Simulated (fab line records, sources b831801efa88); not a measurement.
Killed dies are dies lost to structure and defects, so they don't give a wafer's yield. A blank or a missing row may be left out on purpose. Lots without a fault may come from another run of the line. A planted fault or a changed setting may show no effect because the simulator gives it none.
fab line records | flow sky130
record lots=5 wafers=15 last_day=50
route steps=708 shown LI_CONTACT@380 LOCAL_INTERCONNECT@387 CONTACT@406
lots that met no fault: from a run of the same line without faults
start_h: hours from the record's first day to the start of the lot's first wafer shown | wait_h: hours since the lot's step before | " the same as in the row above | L1.1+2: a row that stands for several wafers | - no value, or no start given | * or withheld: withheld | < > ~ a bound
route shown NAME@n: a module of which the file shows steps, and the number in the route of the first | usual: mean/standard deviation of fault-free wafers | same: alike in all rows | chamber/n: place in a boat | sites: the reading at each site | _std_site: their standard deviation | _edge_site: outer sites' mean less inner sites' | radius_mm: how far each site lies from the wafer's centre | mask NAME#n: copy n | behind: the tool/chamber that last shaped the wafer | hold: why the lot was held/for how many hours/how that ended | device: the transistor (n, p or np) that didn't switch | end of line: the same wafers' tests at the end of the route | a step without rows: its recipe alone | killed: dies lost to structure and defects at the first sort, not the wafer's yield | map: a wafer's dies, x killed, . not, _ none there
set.NAME: the setting as run; set.NAME@STEP: as run at that earlier step | model.NAME: the simulator's own value behind a step, which no gauge read
lots at some steps of the route; a table a step, a row a wafer
services: from which hour (start_h, from the record's first day; less than 0 if before it) a tool's chamber was out of use, for how many hours, and why
## steps
# step SKY_LI_CONTACT_PRE_CLEAN_18
# recipe gas=Ar time_s=5.6 bias_v=358
# usual bias_v=358/3.9
# columns lot.wafer tool chamber start_h wait_h bias_v
L074.2 pvd_sputter-02 - 679.45 0.0 358
L074.4 " - " " 355
L074.6 " - " " 361
L078.1 pvd_sputter-02 - 703.93 0.0 359
L078.4 " - " " 359
L078.5 " - " " 361
L083.4 pvd_sputter-04 - 755.85 0.0 365
L083.5 " - " " 358
L083.6 " - " " 367
L091.1 pvd_sputter-01 - 804.98 0.0 358
L091.2 " - " " 361
L091.5 " - " " 360
L095.3 pvd_sputter-02 - 836.49 0.0 362
L095.4 " - " " 362
L095.5 " - " " 361
# step SKY_LI_CONTACT_SPUTTER_19
# recipe material=Ti target_thk_nm=20 chamber_pressure_pa=5 power_w=2500 substrate_temp_c=200 time_s=106.37
# usual throttle_valve_pct=29.7/0.75
# columns lot.wafer tool chamber start_h wait_h throttle_valve_pct
L074.2 pvd_sputter-02 - 679.47 0.0 29.2
L074.4 " - " " 29.3
L074.6 " - " " 30.1
L078.1 pvd_sputter-02 - 703.94 0.0 30.0
L078.4 " - " " 29.1
L078.5 " - " " 29.4
L083.4 pvd_sputter-04 - 755.87 0.0 29.6
L083.5 " - " " 30.5
L083.6 " - " " 29.6
L091.1 pvd_sputter-01 - 805.00 0.0 28.8
L091.2 " - " " 30.7
L091.5 " - " " 30.9
L095.3 pvd_sputter-02 - 836.51 0.0 29.9
L095.4 " - " " 29.5
L095.5 " - " " 29.1
# step SKY_LI_CONTACT_SPUTTER_20
# recipe material=TiN target_thk_nm=20 chamber_pressure_pa=5 power_w=4000 time_s=80
# usual throttle_valve_pct=29.7/0.76
# columns lot.wafer tool chamber start_h wait_h throttle_valve_pct
L074.2 pvd_sputter-02 - 679.54 0.0 29.0
L074.4 " - " " 29.5
L074.6 " - " " 30.0
L078.1 pvd_sputter-02 - 704.02 0.0 30.0
L078.4 " - " " 29.2
L078.5 " - " " 29.2
L083.4 pvd_sputter-04 - 755.94 0.0 29.8
L083.5 " - " " 30.5
L083.6 " - " " 29.7
L091.1 pvd_sputter-01 - 805.07 0.0 29.1
L091.2 " - " " 30.8
L091.5 " - " " 30.8
L095.3 pvd_sputter-02 - 836.58 0.0 30.1
L095.4 " - " " 29.1
L095.5 " - " " 29.4
# step SKY_LI_CONTACT_CVD_21
# recipe material=W target_thk_nm=400 time_s=120.56 temp_c=400 pressure_torr=40
# usual heater_power_w=824/28
# columns lot.wafer tool chamber start_h wait_h heater_power_w
L074.2 cvd_w-01 1 679.60 0.0 825
L074.4 " 1 " " 806
L074.6 " 0 " " 810
L078.1 cvd_w-02 1 704.08 0.0 789
L078.4 " 1 " " 792
L078.5 " 1 " " 785
L083.4 cvd_w-01 1 756.05 0.1 821
L083.5 " 1 " " 836
L083.6 " 0 " " 812
L091.1 cvd_w-01 1 805.13 0.0 819
L091.2 " 0 " " 794
L091.5 " 0 " " 802
L095.3 cvd_w-01 0 836.69 0.1 792
L095.4 " 1 " " 844
L095.5 " 0 " " 806
# step SKY_LI_CONTACT_RS_MEAS_22
# recipe thk_meas_gauge=four-point-probe reads=W_of_LI_CONTACT_CVD_21+TiN_of_LI_CONTACT_SPUTTER_20+Ti_of_LI_CONTACT_SPUTTER_19
# usual LI_CONTACT_W_RS=0.2835/0.0027
# columns lot.wafer tool chamber start_h wait_h LI_CONTACT_W_RS[ohm/sq]
L074.2 film_metro-01 - 679.75 0.1 0.2813
L074.4 " - " " 0.2807
L074.6 " - " " 0.2803
L078.1 film_metro-01 - 704.21 0.1 0.2840
L078.4 " - " " 0.2800
L078.5 " - " " 0.2823
L083.4 film_metro-01 - 756.19 0.1 0.2805
L083.5 " - " " 0.2816
L083.6 " - " " 0.2819
L091.1 film_metro-04 - 805.26 0.1 0.2823
L091.2 " - " " 0.2844
L091.5 " - " " 0.2806
L095.3 film_metro-02 - 836.81 0.1 0.2875
L095.4 " - " " 0.2859
L095.5 " - " " 0.2864
# step SKY_LI_CONTACT_THK_MEAS_23
# recipe thk_meas_gauge=xrf reads=W_of_LI_CONTACT_CVD_21
# usual LI_CONTACT_W_THK=398/6.7
# columns lot.wafer tool chamber start_h wait_h LI_CONTACT_W_THK[nm]
L074.2 film_metro-01 - 679.86 0.1 398
L074.4 " - " " 403
L074.6 " - " " 403
L078.1 film_metro-01 - 704.33 0.1 398
L078.4 " - " " 406
L078.5 " - " " 403
L083.4 film_metro-01 - 756.28 0.1 405
L083.5 " - " " 405
L083.6 " - " " 403
L091.1 film_metro-04 - 805.38 0.1 396
L091.2 " - " " 392
L091.5 " - " " 400
L095.3 film_metro-02 - 836.91 0.1 397
L095.4 " - " " 399
L095.5 " - " " 399
# step SKY_LI_CONTACT_CMP_24
# recipe stop_on=PSG t_overpolish_s=20 down_force_psi=3.5 platen_rpm=60 target_thk_nm=0 pad_velocity_m_s=0.94248
# usual edge_zone_pressure_frac=1.000/0.0054 head_pressure_psi=3.500/0.0071 motor_current_A=11.1/1.2 overpolish_run_s=20.001/0.0098 platen_rpm=59.99/0.044 time_to_endpoint_s=98/5.3
# same t_overpolish_s=20
# columns lot.wafer tool chamber start_h wait_h edge_zone_pressure_frac head_pressure_psi motor_current_A overpolish_run_s platen_rpm time_to_endpoint_s
L074.4 cmp-01 1 679.96 0.1 0.997 3.501 11.0 19.997 60.03 87
L074.2 " 2 " " 1.001 3.503 10.1 19.988 60.03 97
L074.6 " 1 " " 0.996 3.509 12.0 20.000 59.94 94
L078.4 cmp-02 3 704.44 0.1 1.005 3.507 10.1 20.016 60.06 106
L078.1 " 1 " " 1.004 3.498 10.7 20.003 59.97 104
L078.5 " 2 " " 1.012 3.504 10.4 20.010 59.98 101
L083.4 cmp-01 3 756.31 0.0 1.001 3.490 10.9 19.995 60.01 104
L083.5 " 3 " " 1.009 3.505 10.6 20.003 60.00 104
L083.6 " 0 " " 1.002 3.501 11.7 20.005 59.96 94
L091.1 cmp-01 3 805.44 0.1 1.005 3.501 10.6 20.021 60.01 104
L091.2 " 1 " " 0.994 3.508 11.7 20.004 60.01 92
L091.5 " 3 " " 0.999 3.509 10.2 19.988 59.96 104
L095.4 cmp-02 2 836.95 0.0 0.991 3.500 10.1 20.005 59.98 98
L095.3 " 0 " " 1.002 3.507 14.3 19.995 60.01 91
L095.5 " 3 " " 0.990 3.499 9.6 20.006 59.97 95
# step SKY_LOCAL_INTERCONNECT_SPUTTER_00
# recipe material=TiN target_thk_nm=100 temp_c=300 power_w=6500 time_s=83.3 chamber_pressure_pa=0.4
# usual throttle_valve_pct=30.0/1.2
# columns lot.wafer tool chamber start_h wait_h throttle_valve_pct
L074.2 pvd_sputter-03 - 680.21 0.1 31.1
L074.4 " - " " 27.7
L074.6 " - " " 31.4
L078.1 pvd_sputter-01 - 704.69 0.1 31.3
L078.4 " - " " 29.5
L078.5 " - " " 30.8
L083.4 pvd_sputter-03 - 756.61 0.2 30.8
L083.5 " - " " 30.3
L083.6 " - " " 27.6
L091.1 pvd_sputter-04 - 805.74 0.2 28.7
L091.2 " - " " 30.6
L091.5 " - " " 31.7
L095.3 pvd_sputter-04 - 837.25 0.1 29.0
L095.4 " - " " 29.8
L095.5 " - " " 29.7
# step SKY_LOCAL_INTERCONNECT_RS_MEAS_01
# recipe thk_meas_gauge=four-point-probe reads=TiN_of_LOCAL_INTERCONNECT_SPUTTER_00
# usual LOCAL_INTERCONNECT_TIN_RS=14.13/0.16
# columns lot.wafer tool chamber start_h wait_h LOCAL_INTERCONNECT_TIN_RS[ohm/sq]
L074.2 film_metro-04 - 680.29 0.1 14.35
L074.4 " - " " 14.12
L074.6 " - " " 14.28
L078.1 film_metro-03 - 704.75 0.0 14.07
L078.4 " - " " 14.07
L078.5 " - " " 14.26
L083.4 film_metro-01 - 756.73 0.1 14.11
L083.5 " - " " 14.03
L083.6 " - " " 14.07
L091.1 film_metro-04 - 805.80 0.0 14.08
L091.2 " - " " 14.16
L091.5 " - " " 14.03
L095.3 film_metro-03 - 837.35 0.1 14.06
L095.4 " - " " 14.02
L095.5 " - " " 14.10
# step SKY_LOCAL_INTERCONNECT_THK_MEAS_02
# recipe thk_meas_gauge=xrf reads=TiN_of_LOCAL_INTERCONNECT_SPUTTER_00
# usual LOCAL_INTERCONNECT_TIN_THK=100.0/1.1
# columns lot.wafer tool chamber start_h wait_h LOCAL_INTERCONNECT_TIN_THK[nm]
L074.2 film_metro-04 - 680.40 0.1 98.1
L074.4 " - " " 99.5
L074.6 " - " " 98.9
L078.1 film_metro-03 - 704.87 0.1 100.4
L078.4 " - " " 100.0
L078.5 " - " " 99.3
L083.4 film_metro-01 - 756.82 0.1 100.9
L083.5 " - " " 101.4
L083.6 " - " " 100.6
L091.1 film_metro-04 - 805.92 0.1 99.4
L091.2 " - " " 98.9
L091.5 " - " " 99.9
L095.3 film_metro-03 - 837.45 0.1 100.9
L095.4 " - " " 101.0
L095.5 " - " " 100.7
# step SKY_LOCAL_INTERCONNECT_DEHYDRATE_03
# recipe temp_c=200 time_s=60
# usual chill_plate_temp_C=23.00/0.11 plate_temp_C=200.00/0.17 resist_line_temp_C=22.99/0.11
# columns lot.wafer tool chamber start_h wait_h chill_plate_temp_C plate_temp_C resist_line_temp_C
L074.2 litho_track-02 0 693.69 13.3 22.88 199.63 23.05
L074.4 " 0 " " 22.87 199.98 23.17
L074.6 " 0 " " 22.82 199.99 23.03
L078.1 litho_track-02 0 718.01 13.1 23.16 199.97 23.13
L078.4 " 0 " " 22.94 200.16 23.09
L078.5 " 0 " " 23.04 200.12 23.10
L083.4 litho_track-02 0 769.69 12.9 23.03 199.94 23.02
L083.5 " 0 " " 23.02 199.94 22.90
L083.6 " 0 " " 23.17 199.84 23.07
L091.1 litho_track-04 0 818.32 12.4 23.05 200.26 22.92
L091.2 " 0 " " 22.88 200.07 22.86
L091.5 " 0 " " 22.92 199.86 22.95
L095.3 litho_track-04 0 849.17 11.7 23.08 200.20 23.19
L095.4 " 0 " " 22.95 200.37 23.21
L095.5 " 0 " " 22.96 200.20 23.10
# step SKY_LOCAL_INTERCONNECT_HMDS_04
# recipe prime_time_s=60 prime_temp_c=120
# usual chill_plate_temp_C=22.99/0.097 resist_line_temp_C=22.97/0.1
# columns lot.wafer tool chamber start_h wait_h chill_plate_temp_C resist_line_temp_C
L074.2 litho_track-02 0 693.84 0.1 22.99 22.90
L074.4 " 0 " " 22.96 22.79
L074.6 " 0 " " 22.92 22.97
L078.1 litho_track-02 0 718.16 0.1 22.92 23.15
L078.4 " 0 " " 23.00 22.86
L078.5 " 0 " " 22.94 23.09
L083.4 litho_track-02 0 769.84 0.1 22.98 22.91
L083.5 " 0 " " 22.96 22.99
L083.6 " 0 " " 22.93 22.79
L091.1 litho_track-04 0 818.47 0.1 22.99 23.00
L091.2 " 0 " " 22.94 22.80
L091.5 " 0 " " 23.00 22.84
L095.3 litho_track-04 0 849.32 0.1 23.06 22.90
L095.4 " 0 " " 22.98 23.01
L095.5 " 0 " " 23.10 22.91
# step SKY_LOCAL_INTERCONNECT_COAT_05
# recipe resist=BARC temp_c=withheld time_s=withheld spin_rpm=3000 resist_thk_nm=60
# usual chill_plate_temp_C=* resist_line_temp_C=*
# columns lot.wafer tool chamber start_h wait_h chill_plate_temp_C resist_line_temp_C
L074.2 litho_track-02 0 693.99 0.1 * *
L074.4 " 0 " " * *
L074.6 " 0 " " * *
L078.1 litho_track-02 0 718.31 0.1 * *
L078.4 " 0 " " * *
L078.5 " 0 " " * *
L083.4 litho_track-02 0 769.99 0.1 * *
L083.5 " 0 " " * *
L083.6 " 0 " " * *
L091.1 litho_track-04 0 818.62 0.1 * *
L091.2 " 0 " " * *
L091.5 " 0 " " * *
L095.3 litho_track-04 0 849.47 0.1 * *
L095.4 " 0 " " * *
L095.5 " 0 " " * *
# step SKY_LOCAL_INTERCONNECT_COAT_06
# recipe resist=KrF-thick spin_rpm=3057 resist_thk_nm=450
# usual chill_plate_temp_C=22.99/0.12 resist_line_temp_C=23.01/0.11
# columns lot.wafer tool chamber start_h wait_h chill_plate_temp_C resist_line_temp_C
L074.2 litho_track-02 0 - - 23.21 23.04
L074.4 " 0 " " 22.94 23.04
L074.6 " 0 " " 23.27 23.23
L078.1 litho_track-02 0 - - 22.76 23.00
L078.4 " 0 " " 22.87 22.99
L078.5 " 0 " " 22.94 22.92
L083.4 litho_track-02 0 - - 23.16 23.01
L083.5 " 0 " " 23.11 23.07
L083.6 " 0 " " 23.08 23.09
L091.1 litho_track-04 0 - - 22.93 22.82
L091.2 " 0 " " 22.89 22.91
L091.5 " 0 " " 22.82 22.92
L095.3 litho_track-04 0 - - 22.92 23.27
L095.4 " 0 " " 23.00 23.21
L095.5 " 0 " " 22.99 23.10
# step SKY_LOCAL_INTERCONNECT_SOFTBAKE_07
# recipe temp_c=100 time_s=90 resist=KrF-thick
# usual chill_plate_temp_C=23.00/0.09 plate_temp_C=100.02/0.13 resist_line_temp_C=23.00/0.1
# columns lot.wafer tool chamber start_h wait_h chill_plate_temp_C plate_temp_C resist_line_temp_C
L074.2 litho_track-02 0 - - 23.01 99.92 23.10
L074.4 " 0 " " 23.04 99.95 23.02
L074.6 " 0 " " 23.00 99.87 23.10
L078.1 litho_track-02 0 - - 22.85 99.90 22.96
L078.4 " 0 " " 23.01 99.93 22.96
L078.5 " 0 " " 22.86 100.04 22.95
L083.4 litho_track-02 0 - - 22.86 99.99 22.94
L083.5 " 0 " " 22.81 99.98 22.99
L083.6 " 0 " " 22.97 100.03 22.86
L091.1 litho_track-04 0 - - 23.09 99.87 22.83
L091.2 " 0 " " 22.98 99.89 22.87
L091.5 " 0 " " 23.07 99.79 22.92
L095.3 litho_track-04 0 - - 23.13 100.04 23.08
L095.4 " 0 " " 22.98 99.97 23.01
L095.5 " 0 " " 23.06 100.05 23.19
# step SKY_LOCAL_INTERCONNECT_EXPOSE_08
# recipe mask_id=LI1M na=0.8 source_shape=annular sigma_inner=0.55 sigma_outer=0.85 target_cd_nm=170 dose_mj=28
# usual focus_offset_nm=0.0/0.6
# same na=0.8
# columns lot.wafer tool chamber start_h wait_h mask focus_offset_nm
L074.2 krf_scanner-01 0 - - LI1M#0 -1.4
L074.4 " 0 " " LI1M#0 -1.1
L074.6 " 0 " " LI1M#0 -1.0
L078.1 krf_scanner-01 0 - - LI1M#0 1.1
L078.4 " 0 " " LI1M#0 0.6
L078.5 " 0 " " LI1M#0 0.6
L083.4 krf_scanner-02 0 - - LI1M#0 -0.7
L083.5 " 0 " " LI1M#0 0.0
L083.6 " 0 " " LI1M#0 0.7
L091.1 krf_scanner-02 0 - - LI1M#0 0.0
L091.2 " 0 " " LI1M#0 0.1
L091.5 " 0 " " LI1M#0 0.4
L095.3 krf_scanner-02 0 - - LI1M#0 0.0
L095.4 " 0 " " LI1M#0 0.4
L095.5 " 0 " " LI1M#0 -0.1
# step SKY_LOCAL_INTERCONNECT_PEB_09
# recipe peb_temp_c=withheld peb_time_s=withheld resist=KrF-thick
# usual chill_plate_temp_C=* resist_line_temp_C=*
# columns lot.wafer tool chamber start_h wait_h chill_plate_temp_C resist_line_temp_C
L074.2 litho_track-01 0 - - * *
L074.4 " 0 " " * *
L074.6 " 0 " " * *
L078.1 litho_track-04 0 - - * *
L078.4 " 0 " " * *
L078.5 " 0 " " * *
L083.4 litho_track-01 0 - - * *
L083.5 " 0 " " * *
L083.6 " 0 " " * *
L091.1 litho_track-01 0 - - * *
L091.2 " 0 " " * *
L091.5 " 0 " " * *
L095.3 litho_track-02 0 - - * *
L095.4 " 0 " " * *
L095.5 " 0 " " * *
# step SKY_LOCAL_INTERCONNECT_DEVELOP_10
# recipe develop_time_s=60 resist=KrF-thick dev_temp_c=21
# usual chill_plate_temp_C=23.01/0.1 resist_line_temp_C=23.00/0.12
# columns lot.wafer tool chamber start_h wait_h chill_plate_temp_C resist_line_temp_C
L074.2 litho_track-01 0 - - 22.91 23.06
L074.4 " 0 " " 22.76 23.06
L074.6 " 0 " " 22.94 23.06
L078.1 litho_track-04 0 - - 22.78 22.92
L078.4 " 0 " " 23.04 23.15
L078.5 " 0 " " 22.84 22.99
L083.4 litho_track-01 0 - - 23.07 23.19
L083.5 " 0 " " 23.05 23.14
L083.6 " 0 " " 23.00 22.96
L091.1 litho_track-01 0 - - 23.13 22.98
L091.2 " 0 " " 23.09 22.93
L091.5 " 0 " " 23.17 22.96
L095.3 litho_track-02 0 - - 22.87 22.73
L095.4 " 0 " " 22.89 22.96
L095.5 " 0 " " 23.08 22.99
# step SKY_LOCAL_INTERCONNECT_CD_MEAS_11
# recipe target_cd_nm=170
# usual cd_nm=169.2/1.4
# columns lot.wafer tool chamber start_h wait_h cd_nm
L074.2 cd_sem-01 - 707.89 - 168.7
L074.4 " - " " 170.5
L074.6 " - " " 169.7
L078.1 cd_sem-02 - 732.77 - 169.9
L078.4 " - " " 170.1
L078.5 " - " " 170.9
L083.4 cd_sem-01 - 783.28 - 167.2
L083.5 " - " " 168.8
L083.6 " - " " 168.4
L091.1 cd_sem-01 - 832.17 - 166.4
L091.2 " - " " 167.7
L091.5 " - " " 165.5
L095.3 cd_sem-01 - 862.95 - 170.2
L095.4 " - " " 171.3
L095.5 " - " " 170.9
# step SKY_LOCAL_INTERCONNECT_OVL_MEAS_12
# usual LOCAL_INTERCONNECT_OVL=1/5.9
# columns lot.wafer tool chamber start_h wait_h LOCAL_INTERCONNECT_OVL[nm]
L074.2 overlay-01 - 708.00 0.1 -1
L074.4 " - " " -4
L074.6 " - " " -3
L078.1 overlay-02 - 732.89 0.1 -9
L078.4 " - " " -13
L078.5 " - " " -4
L083.4 overlay-02 - 783.36 0.1 -2
L083.5 " - " " -5
L083.6 " - " " 2
L091.1 overlay-01 - 832.29 0.1 13
L091.2 " - " " 8
L091.5 " - " " 4
L095.3 overlay-01 - 863.05 0.1 5
L095.4 " - " " -2
L095.5 " - " " 2
# step SKY_LOCAL_INTERCONNECT_ETCH_13
# recipe chemistry=N2/H2 target=BARC ion_energy_ev=200 bias_w=100 pressure_mtorr=30 n2_flow_sccm=100 h2_flow_sccm=200 icp_w=500 stop_on=SiO2 time_s=45.9 target_depth_a=600
# usual bias_w=99.96/0.28 chamber_pressure_mTorr=29.999/0.025 drypump_motor_current_A=5.8/0.52 oes_product_au=0.855/0.0052 rf_fwd_power_W=494.4/1.9 throttle_valve_pct=13.226/0.0081
# columns lot.wafer tool chamber start_h wait_h bias_w chamber_pressure_mTorr drypump_motor_current_A oes_product_au rf_fwd_power_W rf_hours_counter_h throttle_valve_pct
L074.2 rie_metal-04 1 708.03 0.0 100.25 30.008 5.2 0.851 494.0 12 13.231
L074.4 " 1 " " 99.80 29.991 5.2 0.858 493.6 - 13.229
L074.6 " 0 " " 100.26 29.941 5.6 0.848 493.8 - 13.222
L078.1 rie_metal-04 1 732.92 0.0 100.03 30.018 5.2 0.849 498.0 13 13.216
L078.4 " 0 " " 100.03 30.029 5.6 0.862 492.3 - 13.217
L078.5 " 0 " " 99.82 30.015 5.6 0.858 491.8 - 13.221
L083.4 rie_metal-04 1 783.40 0.0 99.51 30.004 5.2 0.859 499.8 - 13.217
L083.5 " 0 " " 99.82 30.014 5.6 0.859 496.8 - 13.229
L083.6 " 1 " " 99.43 30.000 5.2 0.864 498.1 - 13.215
L091.1 rie_metal-04 0 832.33 0.0 99.74 29.961 5.6 0.851 491.8 2 13.228
L091.2 " 0 " " 100.35 30.018 5.6 0.855 492.8 - 13.224
L091.5 " 0 " " 100.28 29.997 5.6 0.854 493.6 - 13.228
L095.3 rie_metal-04 0 863.11 0.1 100.43 30.016 5.6 0.860 491.1 - 13.223
L095.4 " 0 " " 100.44 30.003 5.6 0.859 492.9 - 13.220
L095.5 " 0 " " 100.10 30.002 5.6 0.854 491.1 - 13.221
# step SKY_LOCAL_INTERCONNECT_METAL_ETCH_14
# recipe target_depth_nm=110 stop_on=PSG chemistry=Cl2/BCl3 target=TiN resist_sidewall_deg=88 pressure_mtorr=10 icp_w=900 bias_w=48.5 Cl2_flow_sccm=60 bcl3_flow_sccm=30 time_s=31.4
# usual bias_w=48.51/0.15 chamber_pressure_mTorr=10.000/0.0099 drypump_motor_current_A=5.8/0.52 oes_product_au=0.942/0.0078 rf_fwd_power_W=888/4.3 throttle_valve_pct=21.900/0.0097
# columns lot.wafer tool chamber start_h wait_h bias_w chamber_pressure_mTorr drypump_motor_current_A oes_product_au rf_fwd_power_W rf_hours_counter_h throttle_valve_pct
L074.2 rie_metal-04 1 708.09 0.0 48.43 9.982 5.2 0.935 892 12 21.906
L074.4 " 1 " " 48.57 10.024 5.2 0.944 885 - 21.893
L074.6 " 0 " " 48.56 10.002 5.5 0.929 877 - 21.902
L078.1 rie_metal-04 1 732.99 0.0 48.53 10.002 5.2 0.946 890 13 21.877
L078.4 " 0 " " 48.68 9.984 5.6 0.939 883 - 21.897
L078.5 " 0 " " 48.68 10.008 5.6 0.934 885 - 21.890
L083.4 rie_metal-04 1 783.46 0.0 48.31 10.007 5.2 0.947 886 - 21.892
L083.5 " 0 " " 48.62 10.007 5.6 0.943 885 - 21.901
L083.6 " 1 " " 48.50 10.006 5.2 0.945 890 - 21.913
L091.1 rie_metal-04 0 832.46 0.1 48.66 10.003 5.6 0.942 889 2 21.889
L091.2 " 0 " " 48.41 10.003 5.6 0.944 883 - 21.898
L091.5 " 0 " " 48.57 9.995 5.6 0.950 881 - 21.886
L095.3 rie_metal-04 0 863.23 0.1 48.51 10.020 5.6 0.943 885 - 21.899
L095.4 " 0 " " 48.64 9.995 5.6 0.951 884 - 21.895
L095.5 " 0 " " 48.32 10.010 5.6 0.942 876 - 21.903
# step SKY_LOCAL_INTERCONNECT_STRIP_15
# recipe chemistry=O2/N2 power_w=1400 pressure_mtorr=1500 platen_temp_c=withheld o2_flow_sccm=3000 n2_flow_sccm=300 overash_fraction=0.5
# usual chamber_pressure_mTorr=1499.9/1.3 drypump_motor_current_A=5.8/0.54 oes_product_au=0.426/0.0043 strip_time_to_endpoint_s=4.673/0.021
# columns lot.wafer tool chamber start_h wait_h chamber_pressure_mTorr drypump_motor_current_A oes_product_au rf_hours_counter_h strip_time_to_endpoint_s
L074.2 plasma_asher-04 1 708.14 0.0 1497.5 5.4 0.419 59 4.649
L074.4 " 1 " " 1499.2 5.4 0.420 - 4.680
L074.6 " 1 " " 1499.7 5.4 0.422 - 4.692
L078.1 plasma_asher-01 0 733.04 0.0 1500.0 5.0 0.423 29 4.658
L078.4 " 0 " " 1499.1 5.0 0.427 - 4.704
L078.5 " 0 " " 1500.3 5.0 0.428 - 4.692
L083.4 plasma_asher-03 1 783.53 0.1 1500.7 6.3 0.421 - 4.644
L083.5 " 0 " " 1499.9 6.6 0.430 - 4.676
L083.6 " 1 " " 1499.2 6.3 0.423 - 4.667
L091.1 plasma_asher-04 1 832.56 0.1 1500.8 5.4 0.428 72 4.657
L091.2 " 0 " " 1499.5 5.5 0.423 72 4.632
L091.5 " 0 " " 1497.7 5.5 0.426 - 4.672
L095.3 plasma_asher-03 1 863.33 0.1 1496.8 6.3 0.419 - 4.657
L095.4 " 0 " " 1500.5 6.6 0.426 - 4.671
L095.5 " 1 " " 1498.1 6.3 0.420 - 4.655
# step SKY_LOCAL_INTERCONNECT_STRIP_16
# recipe chemistry=post_etch_residue_remover time_s=1200 temp_c=72.5
# columns lot.wafer tool chamber start_h wait_h
L074.2+4+6 wet_bench-02 3 708.24 0.1
L078.1+4+5 wet_bench-02 1 733.14 0.1
L083.4+5+6 wet_bench-02 1 783.59 0.0
L091.1+2+5 wet_bench-02 2 832.66 0.1
L095.3+4+5 wet_bench-03 3 863.40 0.0
# step SKY_LOCAL_INTERCONNECT_CLEAN_17
# recipe chemistry=IPA time_s=180 temp_c=25
# columns lot.wafer tool chamber start_h wait_h
L074.2+4+6 wet_bench-02 0 708.62 0.0
L078.1+4+5 wet_bench-01 3 733.48 0.0
L083.4+5+6 wet_bench-01 0 783.97 0.0
L091.1+2+5 wet_bench-01 1 833.00 0.0
L095.3+4+5 wet_bench-02 3 863.74 0.0
# step SKY_LOCAL_INTERCONNECT_CLEAN_18
# recipe chemistry=O3/DIW dry=n2_spin
# columns lot.wafer tool chamber start_h wait_h
L074.2+4+6 wet_bench-02 0 708.68 0.0
L078.1+4+5 wet_bench-02 3 733.54 0.0
L083.4+5+6 wet_bench-03 2 784.02 0.0
L091.1+2+5 wet_bench-03 1 833.06 0.0
L095.3+4+5 wet_bench-01 1 863.80 0.0
# step SKY_CONTACT_CVD_00
# recipe material=Si3N4 target_thk_nm=75 temp_c=400 time_s=withheld rf_w=450
# usual heater_power_w=702/59 rf_fwd_power_W=443.4/1.7
# columns lot.wafer tool chamber start_h wait_h heater_power_w rf_fwd_power_W
L074.2 pecvd-02 0 708.78 0.0 711 444.1
L074.4 " 2 " " 787 443.7
L074.6 " 0 " " 722 446.1
L078.1 pecvd-03 0 733.63 0.0 678 442.6
L078.4 " 0 " " 686 441.7
L078.5 " 1 " " 648 444.4
L083.4 pecvd-01 1 784.13 0.0 751 441.4
L083.5 " 0 " " 703 443.1
L083.6 " 2 " " 606 447.2
L091.1 pecvd-01 2 833.15 0.0 621 444.0
L091.2 " 0 " " 703 444.5
L091.5 " 2 " " 617 443.8
L095.3 pecvd-01 0 863.89 0.0 689 444.4
L095.4 " 1 " " 797 442.5
L095.5 " 2 " " 597 444.0
# step SKY_CONTACT_THK_MEAS_01
# recipe reads=Si3N4_of_CONTACT_CVD_00
# usual CONTACT_CVD_00_THK=75.1/0.89
# columns lot.wafer tool chamber start_h wait_h CONTACT_CVD_00_THK[nm]
L074.2 film_metro-02 - 708.82 - 74.7
L074.4 " - " " 75.2
L074.6 " - " " 76.0
L078.1 film_metro-01 - 733.66 - 74.6
L078.4 " - " " 75.9
L078.5 " - " " 76.0
L083.4 film_metro-03 - 784.18 - 76.3
L083.5 " - " " 75.9
L083.6 " - " " 77.4
L091.1 film_metro-02 - 833.19 - 75.2
L091.2 " - " " 73.8
L091.5 " - " " 77.5
L095.3 film_metro-02 - 863.94 - 74.1
L095.4 " - " " 76.5
L095.5 " - " " 76.6
# step SKY_CONTACT_HDPCVD_02
# recipe material=SiO2 target_thk_nm=565 sigma_open_frac=0.3 time_s=94.2 temp_c=600 sih4_flow_sccm=60 pressure_mtorr=6
# usual pressure_mtorr=6.000/0.011
# columns lot.wafer tool chamber start_h wait_h pressure_mtorr
L074.2 hdpcvd-01 2 708.87 0.0 5.999
L074.4 " 2 " " 5.982
L074.6 " 1 " " 5.996
L078.1 hdpcvd-01 2 733.72 0.1 5.997
L078.4 " 0 " " 6.005
L078.5 " 1 " " 5.999
L083.4 hdpcvd-01 1 784.24 0.1 6.028
L083.5 " 2 " " 6.016
L083.6 " 0 " " 6.003
L091.1 hdpcvd-02 2 833.25 0.1 5.980
L091.2 " 1 " " 6.014
L091.5 " 1 " " 6.003
L095.3 hdpcvd-02 2 863.98 0.0 5.987
L095.4 " 2 " " 5.989
L095.5 " 0 " " 6.012
# step SKY_CONTACT_THK_MEAS_03
# recipe reads=SiO2_of_CONTACT_HDPCVD_02
# usual CONTACT_HDPCVD_THK=566/6.7
# columns lot.wafer tool chamber start_h wait_h CONTACT_HDPCVD_THK[nm]
L074.2 film_metro-01 - 708.95 0.0 555
L074.4 " - " " 553
L074.6 " - " " 560
L078.1 film_metro-03 - 733.79 0.0 563
L078.4 " - " " 561
L078.5 " - " " 564
L083.4 film_metro-02 - 784.31 0.0 577
L083.5 " - " " 575
L083.6 " - " " 575
L091.1 film_metro-01 - 833.32 0.0 563
L091.2 " - " " 563
L091.5 " - " " 574
L095.3 film_metro-01 - 864.07 0.1 558
L095.4 " - " " 564
L095.5 " - " " 558
## services
# columns tool chamber start_h hours kind
cmp-01 - 657.20 4.9 repair
krf_scanner-02 - 679.19 0.8 pm
krf_scanner-02 - 691.06 3.6 pm
hdpcvd-01 1 723.21 7.2 repair
hdpcvd-01 - 732.77 0.8 repair
wet_bench-02 - 742.43 2.2 repair
cmp-01 - 744.06 4.0 pm
pvd_sputter-04 - 744.15 6.1 repair
pecvd-01 - 750.98 1.3 repair
cmp-01 - 763.54 4.0 pm
krf_scanner-02 - 765.97 1.3 pm
pvd_sputter-02 - 768.92 1.3 repair
krf_scanner-02 - 769.18 1.0 pm
pvd_sputter-04 - 775.43 6.5 repair
pvd_sputter-02 - 784.41 3.3 repair
krf_scanner-02 - 788.32 0.5 repair
cvd_w-01 - 792.15 0.9 repair
pvd_sputter-02 - 798.60 5.5 repair
krf_scanner-02 - 809.30 1.0 repair
rie_metal-04 1 824.95 24.5 repair
cvd_w-01 - 826.56 2.8 pm
hdpcvd-01 - 833.57 28.1 pm
cvd_w-01 1 842.30 2.7 repair
pvd_sputter-02 - 853.56 1.4 repair
## key
fault none
